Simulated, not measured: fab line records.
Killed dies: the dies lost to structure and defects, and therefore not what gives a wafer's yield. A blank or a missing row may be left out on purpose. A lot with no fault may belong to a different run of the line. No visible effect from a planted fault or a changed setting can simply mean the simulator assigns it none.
One fault seen from 2 desks -- flow sky130 -- each desk has only its own numbers; what lay behind them comes last

FOR THE TOOL OWNER'S DESK: implanter-01
The tool's own readings at SKY_SD_P_IMPLANT_09, given as means over the sampled wafers that have a number, one for each lot that went through this tool. Any lot whose mean is over 4 standard deviations away from the usual mean is out of limits and marked OUT; that distance is given in the brackets.
Columns: A = beamOnS at SKY_SD_P_IMPLANT_09, usual 12.0 s; B = endStationPressureTorr at SKY_SD_P_IMPLANT_09, usual 1.57e-05 Torr; C = faradayCurrentUA at SKY_SD_P_IMPLANT_09, usual 13696
lot,first seen here,A,B,C
L579,day 26 02:17,11.1,1.71e-05,14646
L580,day 26 07:33,8.4 (-4.2) OUT,1.69e-05,19183 (+5.8) OUT
L582,day 27 00:20,8.5 (-4.1) OUT,1.71e-05,19152 (+5.7) OUT
L591,day 31 04:01,11.2,1.69e-05,14438
L598,day 32 11:50,11.3,1.70e-05,14375
L600,day 33 05:42,11.0,1.75e-05,14768
Finding of this desk: L580, L582 out of limits; the first was L580 at day 26 07:33, on beamOnS at SKY_SD_P_IMPLANT_09. L579, L591, L598, L600: within limits.

METROLOGY DESK
Lot by lot, what the gauges showed, no matter which tool ran the lot: averages of those sampled wafers that carry a number. Any lot whose mean is over 4 standard deviations away from the usual mean is out of limits and marked OUT; that distance is given in the brackets.
Columns: A = LDD_LDN_TW at SKY_LDD_LDN_TW_MEAS_13, usual 1472; B = POLY_CUT_OVL at SKY_POLY_CUT_OVL_MEAS_09, usual 0 nm; C = SD_P_TW at SKY_SD_P_TW_MEAS_11, usual 2829; D = SD_P_RS at SKY_SD_N_RS_MEAS_17, usual 147.1 ohm/sq
lot,first seen here,A,B,C,D
L579,day 23 12:58,1486,3,2848,146.7
L580,day 23 20:23,1466,3,2679 (-6.2) OUT,150.9 (+9.8) OUT
L582,day 24 12:26,1468,-9,2673 (-6.5) OUT,151.4 (+11) OUT
L591,day 28 15:20,1467,-1,2844,147.1
L592,day 28 20:34,1465,0,2836,147.8
L593,day 29 07:07,1475,7,2843,147.3
L595,day 29 12:37,1477,-1,2868,146.8
L598,day 30 01:26,1474,4,2805,147.0
L599,day 30 13:40,1468,6,2853,147.4
L600,day 30 20:30,1477,4,2850,147.6
Finding of this desk: L580, L582 out of limits, first seen on L580 at day 26 07:48 (SD_P_TW at SKY_SD_P_TW_MEAS_11). L579, L591, L592, L593, L595, L598, L599, L600: within limits.

ALL TOGETHER
The tool owner's desk could have raised an alarm at day 26 07:33, on L580, L582.
At day 26 07:48 the metrology desk could have sounded an alarm, on L580, L582.
Every lot named ran SKY_SD_P_IMPLANT_09 on implanter-01.

WHAT HAD BEEN PUT IN BY THE SIMULATOR
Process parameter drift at SKY_SD_P_IMPLANT_09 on implanter-01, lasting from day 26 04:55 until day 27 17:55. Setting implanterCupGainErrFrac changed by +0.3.
Lots struck among those shown: L580, L582.
Delay (hours) between the fault's onset and each desk's first out-of-limits reading: 3 at the tool owner's desk, 3 at the metrology desk.
